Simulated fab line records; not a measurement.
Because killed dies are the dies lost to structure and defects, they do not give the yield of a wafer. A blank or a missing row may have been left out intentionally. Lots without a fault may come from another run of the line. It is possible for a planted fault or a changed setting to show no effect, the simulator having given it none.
8D (eight disciplines) problem report, filled in by code :: flow gf180mcu :: the parts of the form that need people (team, actions taken, sign-off) are left out

== 1. THE ISSUE ==
Mean MIM_CVD_05_THK at GF_MIM_THK_MEAS_06: 59.5 nm over 2 wafers in 2 lots; fault-free wafers: 42.0 nm, standard deviation 0.51. That is +34 standard deviations from the usual mean.
Earliest sighting: wafer L526.2 on filmMetro-04 at day 29 21:52. At this step, 41 wafers from 14 lots have a number in the record. By rule, "out" or "out of limits" means more than 4 standard deviations away from the usual mean. The other wafers with a number count as sound.

== 2. WHAT IT IS, WHAT IT ISN'T ==
question: which readings at this step
is: MIM_CVD_05_THK
is not: -

question: which lots
is: L526, L527
is not: L512, L513, L514, L515, L516, L517, L518, L519, L520, L521, L522, L523

question: which wafers of those lots
is: L526.2, L527.2
is not: L526.3, L526.5, L527.6

question: read on which gauges
is: filmMetro-04
is not: filmMetro-02, filmMetro-03

question: when
is: from day 29 21:52
is not: up to then (38 sound wafers); but 1 sound wafer of L527 came after

== 3. WHAT RULES OUT EACH SUSPECT ==
Counting: a tool at a process step up to the reading stays a suspect if it ran every lot that is out. Sound lots after the first of them don't rule it out here, since some wafers of a struck lot are sound.
- the gauge at GF_MIM_THK_MEAS_06: kept. All the wafers that are out were read on filmMetro-04, and no step on other tools shows them out.
- pecvd-01 at GF_MIM_CVD_05 (deposits Si3N4, target thk 42 nm, time 29.086 s): kept. It processed each lot that is out (first: L526, day 29 21:49); up to then, its last sound lot is L523 (day 29 00:51).
The count leaves filmMetro-04 at GF_MIM_THK_MEAS_06 and pecvd-01 at GF_MIM_CVD_05.

== 4. THE CAUSE (what the simulator had put in) ==
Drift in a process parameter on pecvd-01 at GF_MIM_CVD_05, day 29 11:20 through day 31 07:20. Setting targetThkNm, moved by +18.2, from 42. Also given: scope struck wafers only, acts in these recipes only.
Counting leaves 2 suspects; this tool is one of them.

== 5. SEQUENCE OF EFFECTS, ordered by route ==
One row per reading whose mean, taken over the struck wafers that have a number, lies over 3 standard deviations from the usual. Scope: only readings with a usual standard deviation given in the record; hours: median across lots of the time from each lot's start at the first step in this table that gives one to its start at this step; sigmas: change in usual standard deviations.
hours: 0
step: GF_MIM_THK_MEAS_06
reading: MIM_CVD_05_THK
usual: 42.0 nm
on struck wafers: 59.5
change: +17.5
sigmas: +34

== 6. WHAT WOULD HAVE CAUGHT IT SOONER ==
11 hours passed between the start of the fault at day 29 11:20 and the first reading out of limits at a measuring or inspecting step in this record, taken at day 29 21:52.
Tool readings at GF_MIM_CVD_05 with a usual standard deviation given in the record: none out on any struck wafer, hence no alarm at a limit of 4 standard deviations on them.
Lots out: 2; of these, L527 started GF_MIM_CVD_05 on pecvd-01 after day 29 21:52. Had the tool been put on hold then, it would have been spared.
